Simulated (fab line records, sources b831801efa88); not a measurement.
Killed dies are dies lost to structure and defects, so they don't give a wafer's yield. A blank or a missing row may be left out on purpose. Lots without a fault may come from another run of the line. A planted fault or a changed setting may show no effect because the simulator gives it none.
Which tool did it? | flow sky130 | 10 lots, 30 wafers sampled, at 4 steps of a route of 708

WHAT THE GAUGES READ, wafer by wafer
SKY_RES_XHIGH_TW_MEAS_09.
lot  | measured     | on            | RES_XHIGH_TW
L366 | day 27 08:29 | film_metro-04 | 1659 1649 1660
L367 | day 27 13:04 | film_metro-01 | 1627 1630 1631
L368 | day 27 17:59 | film_metro-04 | 1661 1654 1664
L370 | day 28 09:51 | film_metro-01 | 1629 1625 1621
L371 | day 28 14:38 | film_metro-03 | 1649 1651 1654
L377 | day 30 21:58 | film_metro-01 | 1999 1996 1995
L380 | day 31 18:40 | film_metro-04 | 2048 2048 2034
L382 | day 32 07:13 | film_metro-03 | 1665 1664 1661
L383 | day 32 20:58 | film_metro-01 | 1626 1632 1633
L386 | day 33 12:15 | film_metro-01 | 1627 1629 1620

WHICH TOOL RAN EACH LOT (tool, then ch and the chambers of the sampled wafers, then the start)
lot  | SKY_POLY_GATE_ETCH_16              | SKY_RES_XHIGH_IMPLANT_07        | SKY_RES_XHIGH_STRIP_08
L366 | rie_diel-01 ch 2,3, day 17 00:32   | implanter-01 ch 0, day 27 08:14 | plasma_asher-02 ch 0,1, day 27 08:23
L367 | rie_diel-03 ch 1,2, day 17 00:53   | implanter-03 ch 0, day 27 12:50 | plasma_asher-01 ch 0,1, day 27 12:57
L368 | rie_diel-03 ch 0,1,2, day 17 06:44 | implanter-02 ch 0, day 27 17:44 | plasma_asher-01 ch 0,1, day 27 17:53
L370 | rie_diel-01 ch 1,2,3, day 18 03:28 | implanter-02 ch 0, day 28 09:37 | plasma_asher-02 ch 0,1, day 28 09:44
L371 | rie_diel-01 ch 0,2, day 18 05:50   | implanter-03 ch 0, day 28 14:24 | plasma_asher-01 ch 0,1, day 28 14:31
L377 | rie_diel-02 ch 1,3, day 20 18:49   | implanter-03 ch 0, day 30 21:25 | plasma_asher-01 ch 0,1, day 30 21:52
L380 | rie_diel-01 ch 1,2,3, day 21 19:59 | implanter-03 ch 0, day 31 18:07 | plasma_asher-01 ch 0,1, day 31 18:33
L382 | rie_diel-02 ch 0,2,3, day 22 08:10 | implanter-01 ch 0, day 32 06:58 | plasma_asher-01 ch 0,1, day 32 07:07
L383 | rie_diel-02 ch 0,2,3, day 22 22:23 | implanter-03 ch 0, day 32 20:43 | plasma_asher-04 ch 0,1, day 32 20:52
L386 | rie_diel-01 ch 1,2,3, day 23 14:11 | implanter-01 ch 0, day 33 12:03 | plasma_asher-04 ch 0,1, day 33 12:10
- SKY_POLY_GATE_ETCH_16: etches Si3N4 in CH3F/O2, stops on poly-Si, time 147.5 s, target depth 75 nm.
- SKY_RES_XHIGH_IMPLANT_07
- SKY_RES_XHIGH_STRIP_08: strips in O2/N2.

THE ANSWER, worked out from the rows above alone
Rule: what is usual is taken from the lots themselves. Put in order of their means at a reading, lots are off if they are a third of the lots or fewer, leave a main group of 4 or more, and stand apart from it by a gap of 3 or more times the standard deviation of the main group's means; of several such gaps the widest counts. A main group whose means are all the same, to the digits that the tables above print for the reading, isn't used. A lot without any number at a reading at which 4 lots or more have one is off too. The other lots that the step has rows for count as sound.
Off: L377, L380, at SKY_RES_XHIGH_TW_MEAS_09 (RES_XHIGH_TW). The main group: mean 1643, standard deviation 15.
A tool fits if, at a process step before that reading, it ran every lot that is off, and no sound lot after the first of them. The gauges at SKY_RES_XHIGH_TW_MEAS_09 are tried like those tools. None of those tried fits.

WHAT THE SIMULATOR HAD PUT IN
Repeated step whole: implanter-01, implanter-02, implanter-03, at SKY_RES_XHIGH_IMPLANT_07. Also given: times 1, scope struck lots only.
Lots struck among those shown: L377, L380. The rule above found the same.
